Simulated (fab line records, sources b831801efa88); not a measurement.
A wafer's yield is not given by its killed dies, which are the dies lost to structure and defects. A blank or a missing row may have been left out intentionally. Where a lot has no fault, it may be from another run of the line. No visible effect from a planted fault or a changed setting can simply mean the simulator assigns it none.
Split-lot experiment :: flow sfq line :: 23 wafers read across 5 lots, on a route 325 steps long

## ABOUT THE SPLIT
At SFQ_TRILAYER_R5_LITHO_PEB_139 (peb time 60 s), the setting peb temp c was moved away from the recipe's 115 C on 7 of the 23 wafers read, by -2.0% to +2.3%. This setting was run at the recipe's value on the other wafers.

The file shows no step between the split and the reading.

## THE READING
R5.cd nm (the simulator's own value, which no gauge read), in nm, at SFQ_TRILAYER_R5_BARC_OPEN_METAL_ETCH_177 (etches BARC in O2, target depth 125 nm, time 41.7 s). The file does not state a usual value for it. Average 499.8 nm, standard deviation 1.5 nm, over the 16 wafers here run with the recipe.

wafer: L078.1
tool, chamber at the split: litho track-01, 0
peb temp c as run, C: 115
against the recipe: recipe
R5.cd nm, nm: 498.9
against lot-mates on the recipe: -

wafer: L078.2
tool, chamber at the split: litho track-01, 0
peb temp c as run, C: 112.7
against the recipe: -2.0%
R5.cd nm, nm: 545.4
against lot-mates on the recipe: +46.0

wafer: L078.3
tool, chamber at the split: litho track-01, 0
peb temp c as run, C: 115
against the recipe: recipe
R5.cd nm, nm: 500.8
against lot-mates on the recipe: -

wafer: L078.4
tool, chamber at the split: litho track-01, 0
peb temp c as run, C: 112.7
against the recipe: -2.0%
R5.cd nm, nm: 544.5
against lot-mates on the recipe: +45.1

wafer: L078.5
tool, chamber at the split: litho track-01, 0
peb temp c as run, C: 115
against the recipe: recipe
R5.cd nm, nm: 498.6
against lot-mates on the recipe: -

wafer: L079.2
tool, chamber at the split: litho track-03, 0
peb temp c as run, C: 115
against the recipe: recipe
R5.cd nm, nm: 499.7
against lot-mates on the recipe: -

wafer: L079.3
tool, chamber at the split: litho track-03, 0
peb temp c as run, C: 115
against the recipe: recipe
R5.cd nm, nm: 497.2
against lot-mates on the recipe: -

wafer: L079.4
tool, chamber at the split: litho track-03, 0
peb temp c as run, C: 116.1
against the recipe: +1.0%
R5.cd nm, nm: 479.2
against lot-mates on the recipe: -19.1

wafer: L079.5
tool, chamber at the split: litho track-03, 0
peb temp c as run, C: 115
against the recipe: recipe
R5.cd nm, nm: 497.9
against lot-mates on the recipe: -

wafer: L079.6
tool, chamber at the split: litho track-03, 0
peb temp c as run, C: 116.1
against the recipe: +1.0%
R5.cd nm, nm: 479.6
against lot-mates on the recipe: -18.7

wafer: L080.2
tool, chamber at the split: litho track-01, 0
peb temp c as run, C: 115
against the recipe: recipe
R5.cd nm, nm: 500.4
against lot-mates on the recipe: -

wafer: L080.3
tool, chamber at the split: litho track-01, 0
peb temp c as run, C: 115
against the recipe: recipe
R5.cd nm, nm: 500.1
against lot-mates on the recipe: -

wafer: L080.4
tool, chamber at the split: litho track-01, 0
peb temp c as run, C: 115
against the recipe: recipe
R5.cd nm, nm: 499.4
against lot-mates on the recipe: -

wafer: L080.5
tool, chamber at the split: litho track-01, 0
peb temp c as run, C: 115
against the recipe: recipe
R5.cd nm, nm: 500.6
against lot-mates on the recipe: -

wafer: L080.6
tool, chamber at the split: litho track-01, 0
peb temp c as run, C: 115
against the recipe: recipe
R5.cd nm, nm: 498
against lot-mates on the recipe: -

wafer: L084.1
tool, chamber at the split: litho track-04, 0
peb temp c as run, C: 115
against the recipe: recipe
R5.cd nm, nm: 502.8
against lot-mates on the recipe: -

wafer: L084.2
tool, chamber at the split: litho track-04, 0
peb temp c as run, C: 115
against the recipe: recipe
R5.cd nm, nm: 502.1
against lot-mates on the recipe: -

wafer: L084.3
tool, chamber at the split: litho track-04, 0
peb temp c as run, C: 115
against the recipe: recipe
R5.cd nm, nm: 501.4
against lot-mates on the recipe: -

wafer: L085.1
tool, chamber at the split: litho track-04, 0
peb temp c as run, C: 117.6
against the recipe: +2.3%
R5.cd nm, nm: 457.5
against lot-mates on the recipe: -41.9

wafer: L085.3
tool, chamber at the split: litho track-04, 0
peb temp c as run, C: 117.6
against the recipe: +2.3%
R5.cd nm, nm: 457.2
against lot-mates on the recipe: -42.2

wafer: L085.4
tool, chamber at the split: litho track-04, 0
peb temp c as run, C: 115
against the recipe: recipe
R5.cd nm, nm: 500.1
against lot-mates on the recipe: -

wafer: L085.5
tool, chamber at the split: litho track-04, 0
peb temp c as run, C: 115
against the recipe: recipe
R5.cd nm, nm: 498.6
against lot-mates on the recipe: -

wafer: L085.6
tool, chamber at the split: litho track-04, 0
peb temp c as run, C: 117.6
against the recipe: +2.3%
R5.cd nm, nm: 456.1
against lot-mates on the recipe: -43.2

FIT RESULTS
A straight line over all 23 wafers: R5.cd nm changes by -20.4 nm for each +1% of peb temp c; r = -1.00; the points scatter about the line by 2.2 nm.
The same after taking each lot's own level away (the mean of its wafers on the recipe; 23 wafers): -20.3 nm for each +1%; r = -1.00; scatter 1.9 nm.
Per that fit: largest peb temp c move, reading shift of 46 nm.
Across the lots, their own levels run from 498.27 to 502.10 nm, a range of 2.5 times the standard deviation given above.
Consequently the slope shifts little with the lot-to-lot level, the two slopes agreeing.
Check: for one of the wafers moved furthest among these (+2.3%), held out of the fit, the line's prediction against its lot-mates is -45.8 nm. Against them it came out at -41.9 nm.

## ADDITIONAL SPLITS CARRIED BY THESE WAFERS
Other splits were also applied to these wafers ahead of the reading. Each is held against what the fit with the lots' levels taken away leaves over:
other split on the same wafers: SFQ_TRILAYER_JJ_CE_BARC_OPEN_RIE_150 icp w
wafers away from the commonest value: 5
r with R5.cd nm (lot level and that fit taken away): -0.25

other split on the same wafers: SFQ_TRILAYER_M5_LITHO_COAT_123 spin rpm
wafers away from the commonest value: 12
r with R5.cd nm (lot level and that fit taken away): -0.24

other split on the same wafers: SFQ_TRILAYER_M5_BARC_OPEN_METAL_ETCH_161 bias w
wafers away from the commonest value: 6
r with R5.cd nm (lot level and that fit taken away): -0.31

other split on the same wafers: SFQ_TRILAYER_R5_LITHO_COAT_141 spin rpm
wafers away from the commonest value: 8
r with R5.cd nm (lot level and that fit taken away): -0.13

## FILE'S OWN FIT
R5.cd nm changes by -20.4 nm for each +1% of peb temp c, r = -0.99.
